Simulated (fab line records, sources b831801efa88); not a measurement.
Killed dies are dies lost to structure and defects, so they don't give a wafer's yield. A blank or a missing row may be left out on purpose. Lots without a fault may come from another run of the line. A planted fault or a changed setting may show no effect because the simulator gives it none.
fab line records | flow gf180mcu
record lots=24 wafers=72 last_day=35
route steps=602 shown CONTACT@312 V2@406 V3@430 V5@557
lots that met no fault: from a run of the same line without faults
start_h: hours from the record's first day to the start of the lot's first wafer shown | wait_h: hours since the lot's step before | " the same as in the row above | L1.1+2: a row that stands for several wafers | - no value, or no start given | * or withheld: withheld | < > ~ a bound
route shown NAME@n: a module of which the file shows steps, and the number in the route of the first | usual: mean/standard deviation of fault-free wafers | same: alike in all rows | chamber/n: place in a boat | sites: the reading at each site | _std_site: their standard deviation | _edge_site: outer sites' mean less inner sites' | radius_mm: how far each site lies from the wafer's centre | mask NAME#n: copy n | behind: the tool/chamber that last shaped the wafer | hold: why the lot was held/for how many hours/how that ended | device: the transistor (n, p or np) that didn't switch | end of line: the same wafers' tests at the end of the route | a step without rows: its recipe alone | killed: dies lost to structure and defects at the first sort, not the wafer's yield | map: a wafer's dies, x killed, . not, _ none there
set.NAME: the setting as run; set.NAME@STEP: as run at that earlier step | model.NAME: the simulator's own value behind a step, which no gauge read
steps of the route over a sample of lots; a table a step, a row a wafer
services: from which hour (start_h, from the record's first day; less than 0 if before it) a tool's chamber was out of use, for how many hours, and why
## steps
# step GF_CONTACT_RS_MEAS_25
# recipe thk_meas_gauge=four-point-probe reads=W_of_CONTACT_CVD_24+TiN_of_CONTACT_SPUTTER_23+Ti_of_CONTACT_SPUTTER_22
# usual CONTACT_W_RS=0.383/0.0042
# columns lot.wafer tool chamber start_h wait_h CONTACT_W_RS[ohm/sq]
L074.2 film_metro-01 - 368.20 0.1 0.380
L074.4 " - " " 0.378
L074.6 " - " " 0.381
L075.1 film_metro-04 - 390.20 0.1 0.379
L075.4 " - " " 0.380
L075.6 " - " " 0.378
L077.1 film_metro-03 - 404.45 0.1 0.377
L077.4 " - " " 0.382
L077.6 " - " " 0.384
L076.1 film_metro-04 - 409.50 0.1 0.378
L076.5 " - " " 0.378
L076.6 " - " " 0.376
L078.1 film_metro-04 - 416.17 0.2 0.384
L078.3 " - " " 0.384
L078.6 " - " " 0.389
L079.1 film_metro-04 - 421.70 0.2 0.384
L079.2 " - " " 0.390
L079.4 " - " " 0.387
L080.1 film_metro-03 - 435.84 0.2 0.382
L080.2 " - " " 0.387
L080.4 " - " " 0.390
L081.1 film_metro-01 - 458.40 0.1 0.377
L081.3 " - " " 0.384
L081.6 " - " " 0.379
L082.1 film_metro-01 - 458.83 0.2 0.393
L082.5 " - " " 0.392
L082.6 " - " " 0.392
L084.2 film_metro-01 - 461.85 0.1 0.382
L084.4 " - " " 0.387
L084.6 " - " " 0.391
L083.4 film_metro-01 - 464.18 0.1 0.387
L083.5 " - " " 0.387
L083.6 " - " " 0.383
L085.1 film_metro-03 - 469.15 0.1 0.381
L085.3 " - " " 0.388
L085.6 " - " " 0.380
L086.1 film_metro-03 - 485.22 0.1 0.385
L086.3 " - " " 0.381
L086.5 " - " " 0.382
L087.2 film_metro-03 - 489.08 0.1 0.381
L087.3 " - " " 0.382
L087.6 " - " " 0.379
L088.4 film_metro-01 - 498.12 0.1 0.383
L088.5 " - " " 0.382
L088.6 " - " " 0.386
L089.1 film_metro-03 - 508.41 0.1 0.388
L089.2 " - " " 0.385
L089.3 " - " " 0.387
L090.1 film_metro-01 - 518.29 0.1 0.377
L090.2 " - " " 0.384
L090.3 " - " " 0.377
L091.1 film_metro-04 - 518.85 0.1 0.384
L091.2 " - " " 0.380
L091.6 " - " " 0.379
L092.2 film_metro-01 - 537.02 0.1 0.384
L092.3 " - " " 0.381
L092.4 " - " " 0.389
L093.2 film_metro-03 - 540.94 0.1 0.386
L093.3 " - " " 0.381
L093.6 " - " " 0.384
L094.1 film_metro-01 - 548.17 0.1 0.384
L094.5 " - " " 0.386
L094.6 " - " " 0.388
L095.3 film_metro-04 - 558.66 0.1 0.382
L095.5 " - " " 0.379
L095.6 " - " " 0.385
L096.3 film_metro-03 - 564.16 0.1 0.378
L096.4 " - " " 0.387
L096.6 " - " " 0.377
L097.2 film_metro-04 - 570.40 0.1 0.379
L097.3 " - " " 0.380
L097.6 " - " " 0.378
# step GF_V2_RS_MEAS_24
# recipe thk_meas_gauge=four-point-probe reads=W_of_V2_CVD_23+TiN_of_V2_SPUTTER_22+Ti_of_V2_SPUTTER_21
# usual V2_W_RS=0.325/0.004
# columns lot.wafer tool chamber start_h wait_h V2_W_RS[ohm/sq]
L074.2 film_metro-03 - 470.06 0.1 0.328
L074.4 " - " " 0.325
L074.6 " - " " 0.323
L075.1 film_metro-03 - 493.83 0.1 0.319
L075.4 " - " " 0.320
L075.6 " - " " 0.321
L077.1 film_metro-01 - 508.38 0.1 0.323
L077.4 " - " " 0.316
L077.6 " - " " 0.319
L076.1 film_metro-04 - 513.12 0.1 0.333
L076.5 " - " " 0.326
L076.6 " - " " 0.329
L078.1 film_metro-01 - 520.10 0.1 0.323
L078.3 " - " " 0.325
L078.6 " - " " 0.327
L079.1 film_metro-03 - 523.95 0.1 0.322
L079.2 " - " " 0.323
L079.4 " - " " 0.317
L080.1 film_metro-03 - 538.99 0.1 0.318
L080.2 " - " " 0.323
L080.4 " - " " 0.318
L082.1 film_metro-01 - 558.99 0.1 0.328
L082.5 " - " " 0.328
L082.6 " - " " 0.329
L081.1 film_metro-01 - 560.09 0.1 0.319
L081.3 " - " " 0.322
L081.6 " - " " 0.321
L084.2 film_metro-01 - 563.77 0.2 0.324
L084.4 " - " " 0.324
L084.6 " - " " 0.326
L083.4 film_metro-04 - 565.46 0.1 0.328
L083.5 " - " " 0.323
L083.6 " - " " 0.323
L085.1 film_metro-03 - 569.48 0.2 0.330
L085.3 " - " " 0.327
L085.6 " - " " 0.330
L086.1 film_metro-04 - 583.87 0.1 0.329
L086.3 " - " " 0.327
L086.5 " - " " 0.329
L087.2 film_metro-04 - 587.90 0.1 0.329
L087.3 " - " " 0.327
L087.6 " - " " 0.330
L088.4 film_metro-01 - 594.14 0.1 0.327
L088.5 " - " " 0.323
L088.6 " - " " 0.323
L089.1 film_metro-04 - 604.76 0.1 0.322
L089.2 " - " " 0.326
L089.3 " - " " 0.324
L090.1 film_metro-04 - 614.11 0.1 0.328
L090.2 " - " " 0.323
L090.3 " - " " 0.323
L091.1 film_metro-04 - 614.63 0.1 0.330
L091.2 " - " " 0.324
L091.6 " - " " 0.327
L092.2 film_metro-04 - 632.99 0.1 0.333
L092.3 " - " " 0.330
L092.4 " - " " 0.331
L093.2 film_metro-04 - 636.07 0.1 0.329
L093.3 " - " " 0.325
L093.6 " - " " 0.326
L094.1 film_metro-04 - 641.34 0.1 0.328
L094.5 " - " " 0.325
L094.6 " - " " 0.324
L095.3 film_metro-03 - 651.38 0.1 0.325
L095.5 " - " " 0.328
L095.6 " - " " 0.324
L096.3 film_metro-04 - 656.70 0.1 0.326
L096.4 " - " " 0.326
L096.6 " - " " 0.322
L097.2 film_metro-01 - 661.32 0.1 0.327
L097.3 " - " " 0.320
L097.6 " - " " 0.321
# step GF_V3_THK_MEAS_01
# recipe reads=SiO2_of_V3_CVD_00
# usual V3_CVD_00_THK=601/6.5
# columns lot.wafer tool chamber start_h wait_h V3_CVD_00_THK[nm]
L074.2 film_metro-01 - 495.91 0.0 600
L074.4 " - " " 598
L074.6 " - " " 604
L075.1 film_metro-03 - 519.36 0.0 599
L075.4 " - " " 594
L075.6 " - " " 599
L077.1 film_metro-03 - 532.77 0.0 612
L077.4 " - " " 613
L077.6 " - " " 609
L076.1 film_metro-03 - 538.38 0.0 588
L076.5 " - " " 595
L076.6 " - " " 594
L078.1 film_metro-03 - 544.63 0.0 594
L078.3 " - " " 596
L078.6 " - " " 590
L079.1 film_metro-02 - 548.54 0.0 601
L079.2 " - " " 596
L079.4 " - " " 595
L080.1 film_metro-03 - 563.87 0.0 617
L080.2 " - " " 602
L080.4 " - " " 598
L082.1 film_metro-02 - 582.85 0.0 603
L082.5 " - " " 604
L082.6 " - " " 597
L081.1 film_metro-03 - 583.80 0.0 595
L081.3 " - " " 600
L081.6 " - " " 601
L084.2 film_metro-03 - 587.53 0.0 605
L084.4 " - " " 599
L084.6 " - " " 601
L083.4 film_metro-03 - 588.93 0.0 610
L083.5 " - " " 599
L083.6 " - " " 600
L085.1 film_metro-02 - 593.00 0.0 599
L085.3 " - " " 596
L085.6 " - " " 593
L086.1 film_metro-03 - 607.38 0.0 611
L086.3 " - " " 598
L086.5 " - " " 606
L087.2 film_metro-02 - 612.09 0.1 608
L087.3 " - " " 602
L087.6 " - " " 612
L088.4 film_metro-01 - 617.76 0.1 598
L088.5 " - " " 592
L088.6 " - " " 597
L089.1 film_metro-01 - 628.01 0.1 600
L089.2 " - " " 597
L089.3 " - " " 602
L090.1 film_metro-02 - 637.42 0.0 606
L090.2 " - " " 606
L090.3 " - " " 612
L091.1 film_metro-03 - 637.75 0.0 605
L091.2 " - " " 605
L091.6 " - " " 600
L092.2 film_metro-01 - 655.58 0.0 604
L092.3 " - " " 608
L092.4 " - " " 609
L093.2 film_metro-01 - 657.85 0.0 597
L093.3 " - " " 605
L093.6 " - " " 603
L094.1 film_metro-02 - 663.19 0.0 606
L094.5 " - " " 598
L094.6 " - " " 605
L095.3 film_metro-01 - 672.10 0.1 595
L095.5 " - " " 597
L095.6 " - " " 584
L096.3 film_metro-03 - 678.46 0.1 596
L096.4 " - " " 597
L096.6 " - " " 604
L097.2 film_metro-02 - 682.63 0.0 585
L097.3 " - " " 593
L097.6 " - " " 590
# step GF_V3_SPUTTER_21
# recipe material=Ti target_thk_nm=15 chamber_pressure_pa=5 power_w=2500 substrate_temp_c=200 time_s=80.02
# usual throttle_valve_pct=30.2/1.4
# columns lot.wafer tool chamber start_h wait_h throttle_valve_pct
L074.2 pvd_sputter-01 - 521.69 0.0 29.1
L074.4 " - " " 29.5
L074.6 " - " " 28.7
L075.1 pvd_sputter-04 - 544.08 0.0 29.4
L075.4 " - " " 28.8
L075.6 " - " " 29.7
L077.1 pvd_sputter-04 - 557.03 0.0 28.9
L077.4 " - " " 29.3
L077.6 " - " " 28.8
L076.1 pvd_sputter-04 - 562.97 0.0 30.7
L076.5 " - " " 30.9
L076.6 " - " " 29.5
L078.1 pvd_sputter-01 - 568.32 0.0 29.5
L078.3 " - " " 29.1
L078.6 " - " " 30.4
L079.1 pvd_sputter-04 - 572.76 0.0 29.5
L079.2 " - " " 28.6
L079.4 " - " " 30.9
L080.1 pvd_sputter-03 - 587.47 0.0 33.3
L080.2 " - " " 30.0
L080.4 " - " " 31.2
L082.1 pvd_sputter-01 - 606.34 0.0 28.6
L082.5 " - " " 29.5
L082.6 " - " " 28.8
L081.1 pvd_sputter-03 - 607.90 0.0 31.3
L081.3 " - " " 33.7
L081.6 " - " " 31.4
L084.2 pvd_sputter-03 - 611.12 0.0 33.3
L084.4 " - " " 31.4
L084.6 " - " " 29.0
L083.4 pvd_sputter-01 - 612.13 0.0 29.0
L083.5 " - " " 29.0
L083.6 " - " " 30.8
L085.1 pvd_sputter-01 - 615.52 0.0 28.9
L085.3 " - " " 29.1
L085.6 " - " " 29.6
L086.1 pvd_sputter-03 - 630.13 0.0 33.6
L086.3 " - " " 29.0
L086.5 " - " " 31.3
L087.2 pvd_sputter-03 - 635.17 0.0 31.3
L087.3 " - " " 29.8
L087.6 " - " " 29.8
L088.4 pvd_sputter-03 - 640.81 0.0 28.9
L088.5 " - " " 33.4
L088.6 " - " " 31.5
L089.1 pvd_sputter-03 - 649.33 0.0 29.1
L089.2 " - " " 33.4
L089.3 " - " " 31.2
L090.1 pvd_sputter-03 - 659.22 0.0 30.0
L090.2 " - " " 28.9
L090.3 " - " " 31.1
L091.1 pvd_sputter-01 - 659.64 0.0 29.0
L091.2 " - " " 28.9
L091.6 " - " " 30.3
L092.2 pvd_sputter-04 - 677.38 0.0 30.5
L092.3 " - " " 30.9
L092.4 " - " " 29.3
L093.2 pvd_sputter-01 - 679.02 0.0 29.5
L093.3 " - " " 28.9
L093.6 " - " " 30.5
L094.1 pvd_sputter-03 - 684.26 0.0 29.7
L094.5 " - " " 33.5
L094.6 " - " " 31.3
L095.3 pvd_sputter-01 - 692.13 0.0 29.3
L095.5 " - " " 29.7
L095.6 " - " " 30.5
L096.3 pvd_sputter-04 - 698.22 0.0 29.4
L096.4 " - " " 30.4
L096.6 " - " " 29.2
L097.2 pvd_sputter-01 - 702.77 0.0 29.4
L097.3 " - " " 29.0
L097.6 " - " " 29.1
# step GF_V3_SPUTTER_22
# recipe material=TiN target_thk_nm=10 chamber_pressure_pa=5 power_w=4000 time_s=40
# usual throttle_valve_pct=30.2/1.4
# columns lot.wafer tool chamber start_h wait_h throttle_valve_pct
L074.2 pvd_sputter-01 - 521.75 0.0 28.9
L074.4 " - " " 29.6
L074.6 " - " " 28.8
L075.1 pvd_sputter-04 - 544.14 0.0 29.6
L075.4 " - " " 28.8
L075.6 " - " " 29.6
L077.1 pvd_sputter-04 - 557.09 0.0 29.2
L077.4 " - " " 29.4
L077.6 " - " " 28.7
L076.1 pvd_sputter-04 - 563.03 0.0 30.6
L076.5 " - " " 30.9
L076.6 " - " " 29.7
L078.1 pvd_sputter-01 - 568.38 0.0 29.6
L078.3 " - " " 28.9
L078.6 " - " " 30.4
L079.1 pvd_sputter-04 - 572.82 0.0 29.7
L079.2 " - " " 28.7
L079.4 " - " " 30.9
L080.1 pvd_sputter-03 - 587.53 0.0 33.2
L080.2 " - " " 29.7
L080.4 " - " " 31.2
L082.1 pvd_sputter-01 - 606.40 0.0 29.0
L082.5 " - " " 29.2
L082.6 " - " " 28.6
L081.1 pvd_sputter-03 - 607.96 0.0 31.2
L081.3 " - " " 33.2
L081.6 " - " " 31.1
L084.2 pvd_sputter-03 - 611.18 0.0 33.4
L084.4 " - " " 31.4
L084.6 " - " " 29.0
L083.4 pvd_sputter-01 - 612.19 0.0 28.7
L083.5 " - " " 29.2
L083.6 " - " " 30.5
L085.1 pvd_sputter-01 - 615.58 0.0 28.8
L085.3 " - " " 29.0
L085.6 " - " " 29.5
L086.1 pvd_sputter-03 - 630.19 0.0 33.2
L086.3 " - " " 29.0
L086.5 " - " " 31.6
L087.2 pvd_sputter-03 - 635.23 0.0 31.0
L087.3 " - " " 30.0
L087.6 " - " " 29.7
L088.4 pvd_sputter-03 - 640.86 0.0 29.0
L088.5 " - " " 33.6
L088.6 " - " " 31.3
L089.1 pvd_sputter-03 - 649.39 0.0 29.1
L089.2 " - " " 33.5
L089.3 " - " " 31.1
L090.1 pvd_sputter-03 - 659.28 0.0 29.9
L090.2 " - " " 29.1
L090.3 " - " " 31.0
L091.1 pvd_sputter-01 - 659.70 0.0 29.3
L091.2 " - " " 29.0
L091.6 " - " " 30.7
L092.2 pvd_sputter-04 - 677.44 0.0 30.3
L092.3 " - " " 30.6
L092.4 " - " " 29.0
L093.2 pvd_sputter-01 - 679.08 0.0 29.6
L093.3 " - " " 28.8
L093.6 " - " " 30.5
L094.1 pvd_sputter-03 - 684.32 0.0 29.9
L094.5 " - " " 33.4
L094.6 " - " " 31.5
L095.3 pvd_sputter-01 - 692.19 0.0 29.0
L095.5 " - " " 29.4
L095.6 " - " " 30.5
L096.3 pvd_sputter-04 - 698.28 0.0 29.5
L096.4 " - " " 30.3
L096.6 " - " " 28.7
L097.2 pvd_sputter-01 - 702.83 0.0 29.4
L097.3 " - " " 29.0
L097.6 " - " " 28.9
# step GF_V5_ETCH_17
# recipe chemistry=C4F8/O2/Ar mask_material=KrF target=SiO2 stop_on=TiN source_w=1500 bias_w=1200 pressure_mtorr=40 c4f8_flow_sccm=withheld O2_flow_sccm=6 Ar_flow_sccm=300 time_s=withheld target_depth_a=8550
# usual oes_product_au=0.860/0.0049
# columns lot.wafer tool chamber start_h wait_h oes_product_au
L074.2 rie_diel-03 1 - - 0.859
L074.4 " 2 " " 0.857
L074.6 " 2 " " 0.851
L075.1 rie_diel-02 0 - - 0.854
L075.4 " 1 " " 0.863
L075.6 " 3 " " 0.851
L077.1 rie_diel-02 2 - - 0.859
L077.4 " 3 " " 0.859
L077.6 " 3 " " 0.843
L076.1 rie_diel-02 2 - - 0.862
L076.5 " 1 " " 0.859
L076.6 " 0 " " 0.857
L078.1 rie_diel-02 1 - - 0.858
L078.3 " 3 " " 0.860
L078.6 " 3 " " 0.863
L079.1 rie_diel-02 3 - - 0.863
L079.2 " 0 " " 0.863
L079.4 " 1 " " 0.860
L080.1 rie_diel-02 1 - - 0.864
L080.2 " 3 " " 0.858
L080.4 " 0 " " 0.853
L082.1 rie_diel-03 2 - - 0.862
L082.5 " 2 " " 0.871
L082.6 " 3 " " 0.856
L081.1 rie_diel-03 1 - - 0.854
L081.3 " 2 " " 0.859
L081.6 " 0 " " 0.858
L084.2 rie_diel-02 3 - - 0.847
L084.4 " 2 " " 0.859
L084.6 " 1 " " 0.858
L083.4 rie_diel-01 1 - - 0.856
L083.5 " 2 " " 0.853
L083.6 " 3 " " 0.851
L085.1 rie_diel-01 2 - - 0.854
L085.3 " 1 " " 0.861
L085.6 " 0 " " 0.854
L086.1 rie_diel-02 2 - - 0.856
L086.3 " 0 " " 0.863
L086.5 " 3 " " 0.867
L087.2 rie_diel-03 2 - - 0.864
L087.3 " 1 " " 0.862
L087.6 " 2 " " 0.859
L088.4 rie_diel-02 0 - - 0.859
L088.5 " 2 " " 0.859
L088.6 " 1 " " 0.858
L089.1 rie_diel-03 3 - - 0.865
L089.2 " 2 " " 0.867
L089.3 " 0 " " 0.855
L090.1 rie_diel-03 0 - - 0.855
L090.2 " 2 " " 0.858
L090.3 " 3 " " 0.862
L091.1 rie_diel-02 3 - - 0.873
L091.2 " 2 " " 0.868
L091.6 " 3 " " 0.860
L092.2 rie_diel-03 0 - - 0.862
L092.3 " 2 " " 0.853
L092.4 " 1 " " 0.856
L093.2 rie_diel-02 0 - - 0.857
L093.3 " 3 " " 0.865
L093.6 " 0 " " 0.859
L094.1 rie_diel-01 1 - - 0.868
L094.5 " 3 " " 0.862
L094.6 " 1 " " 0.866
L095.3 rie_diel-01 3 - - 0.860
L095.5 " 3 " " 0.861
L095.6 " 1 " " 0.865
L096.3 rie_diel-01 1 - - 0.860
L096.4 " 1 " " 0.854
L096.6 " 3 " " 0.863
L097.2 rie_diel-01 1 - - 0.855
L097.3 " 0 " " 0.857
L097.6 " 0 " " 0.852
## services
# columns tool chamber start_h hours kind
rie_diel-02 - 507.44 0.5 repair
pvd_sputter-01 - 523.28 27.0 repair
pvd_sputter-03 - 526.60 4.3 repair
pvd_sputter-03 - 556.24 15.3 repair
rie_diel-01 0 562.01 9.9 repair
rie_diel-03 0 564.23 9.4 repair
rie_diel-02 - 583.33 0.7 repair
rie_diel-01 3 588.98 6.1 repair
rie_diel-01 - 591.56 14.6 pm
rie_diel-03 1 601.38 5.9 repair
pvd_sputter-04 - 604.02 46.8 repair
rie_diel-03 1 610.27 7.1 repair
pvd_sputter-01 - 628.97 1.1 repair
pvd_sputter-04 - 643.96 1.3 repair
rie_diel-01 0 650.52 12.6 repair
pvd_sputter-04 - 656.90 14.3 repair
rie_diel-01 0 664.08 1.9 repair
rie_diel-03 1 664.26 11.8 repair
rie_diel-01 2 670.31 8.9 repair
pvd_sputter-03 - 706.87 6.7 repair
pvd_sputter-04 - 712.19 1.7 repair
rie_diel-02 3 732.02 8.9 repair
rie_diel-03 1 741.24 9.3 repair
rie_diel-03 1 785.52 3.7 repair
## key
fault none
